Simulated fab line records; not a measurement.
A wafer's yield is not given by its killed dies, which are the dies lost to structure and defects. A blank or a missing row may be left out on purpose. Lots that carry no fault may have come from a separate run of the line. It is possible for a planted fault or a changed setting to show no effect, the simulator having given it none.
Chamber matching	flow gf180mcu	GF_V3_CVD_02 on pecvd-02 has 3 sister chambers
The step deposits SiO2 from TEOS, target thk 850 nm, time 94.851 s. 3 wafers are shown with their chamber, then 11 later ones without.

## WAFERS, EACH WITH ITS CHAMBER
wafer	chamber	heaterPowerW (W)
L088.1	2	664
L088.2	1	632
L089.3	0	530

## WAFERS WITH NO CHAMBER GIVEN
wafer	heaterPowerW (W)
L089.4	567
L089.6	617
L093.2	524
L093.3	718
L093.6	595
L095.1	768
L095.2	751
L095.3	629
L095.4	475
L095.5	605
L095.6	758

## CHAMBER TAKEN BY EACH
wafer	from the rows above	in truth
L089.4	can't be placed: 0 or 1 or 2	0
L089.6	can't be placed: 1 or 2 or 0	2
L093.2	can't be placed: 0 or 1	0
L093.3	can't be placed: 2 or 1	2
L093.6	can't be placed: 1 or 0 or 2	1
L095.1	can't be placed: 2 or 1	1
L095.2	can't be placed: 2 or 1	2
L095.3	can't be placed: 1 or 2 or 0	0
L095.4	can't be placed: 0 or 1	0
L095.5	can't be placed: 1 or 2 or 0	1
L095.6	can't be placed: 2 or 1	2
Placed correctly: 0 of 11. Not placeable from these rows: 11 (in 11, the candidates include the true chamber). Number placed wrongly: 0.
How it was worked out, from the rows above alone: a wafer's distance from a chamber is the root of the sum, over the readings, of the square of ((its reading less the chamber's mean) divided by the reading's scatter). If the next closest chamber is less than 2 further off than the closest, the wafer can't be placed; otherwise it belongs to the closest. Each chamber's mean is taken over the wafers shown for it. The scatter: root of mean squared gap, hidden wafer to nearest shown wafer, with one shown wafer a chamber.
